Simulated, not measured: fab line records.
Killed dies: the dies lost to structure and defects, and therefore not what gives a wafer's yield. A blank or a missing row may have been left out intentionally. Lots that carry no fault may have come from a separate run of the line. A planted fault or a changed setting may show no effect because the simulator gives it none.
A single fault, viewed from 2 desks | flow gf180mcu | what lay behind the numbers comes last; until then each desk has only its own

## FROM THE METROLOGY DESK
Lot by lot, what the gauges showed, no matter which tool ran the lot: averages of those sampled wafers that carry a number. The brackets show how far a lot's mean lies from the usual mean; more than 4 standard deviations puts the lot out of limits, marked OUT.
Columns: A = cdNm at GF_V3_CD_MEAS_14, usual 260.3 nm; B = V3_W_THK at GF_V3_THK_MEAS_25, usual 349 nm; C = V4_CVD_00_THK at GF_V4_THK_MEAS_01, usual 600 nm
lot  | first seen here | A     | B   | C
L736 | day 22 10:48    | 259.2 | 349 | 594
L737 | day 22 21:30    | 259.2 | 346 | 600
L738 | day 23 00:54    | 262.1 | 353 | 594
L746 | day 25 22:59    | 260.3 | 347 | 520 (-12) OUT
L747 | day 26 12:53    | 259.6 | 348 | 550 (-7.9) OUT
L748 | day 26 13:34    | 259.6 | 343 | 604
L749 | day 26 21:10    | 259.9 | 355 | 599
L750 | day 27 01:11    | 260.2 | 346 | 604
L755 | day 28 13:22    | 262.0 | 340 | 609
L756 | day 28 21:22    | 260.0 | 350 | 601
L757 | day 29 09:35    | 261.6 | 345 | 606
This desk's finding: out of limits on L746, L747; first on L746, day 26 23:20 (V4_CVD_00_THK at GF_V4_THK_MEAS_01). Within limits: L736, L737, L738, L748, L749, L750, L755, L756, L757.

## AT THE TOOL OWNER'S DESK: hdpcvd-02
The tool's own readings at GF_V4_CVD_00 (deposits SiO2, target thk 600 nm, time 100 s): means of the sampled wafers that have a number, for each lot that ran on this tool. The brackets show how far a lot's mean lies from the usual mean; more than 4 standard deviations puts the lot out of limits, marked OUT.
Columns: A = sih4FlowSccm at GF_V4_CVD_00, usual 60.01 sccm
lot  | first seen here | A
L746 | day 26 23:16    | 51.99 (-47) OUT
L747 | day 27 12:07    | 55.95 (-24) OUT
This desk's verdict: out of limits on L746, L747, starting with L746 at day 26 23:16 (sih4FlowSccm at GF_V4_CVD_00). In limits: none.

## BROUGHT TOGETHER
At day 26 23:16, on L746, L747, the tool owner's desk was in a position to raise an alarm.
L746, L747 would have let the metrology desk raise an alarm at day 26 23:20.
On hdpcvd-02, each named lot ran GF_V4_CVD_00.

## WHAT HAD BEEN PUT IN BY THE SIMULATOR
hdpcvd-02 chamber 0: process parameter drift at GF_V4_CVD_00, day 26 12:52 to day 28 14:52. The setting sih4FlowSccm was moved by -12, starting from 60. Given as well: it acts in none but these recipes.
Lots struck among those shown: L746, L747.
Fault start to first reading out of limits, in hours, per desk: tool owner, 10; metrology, 10.
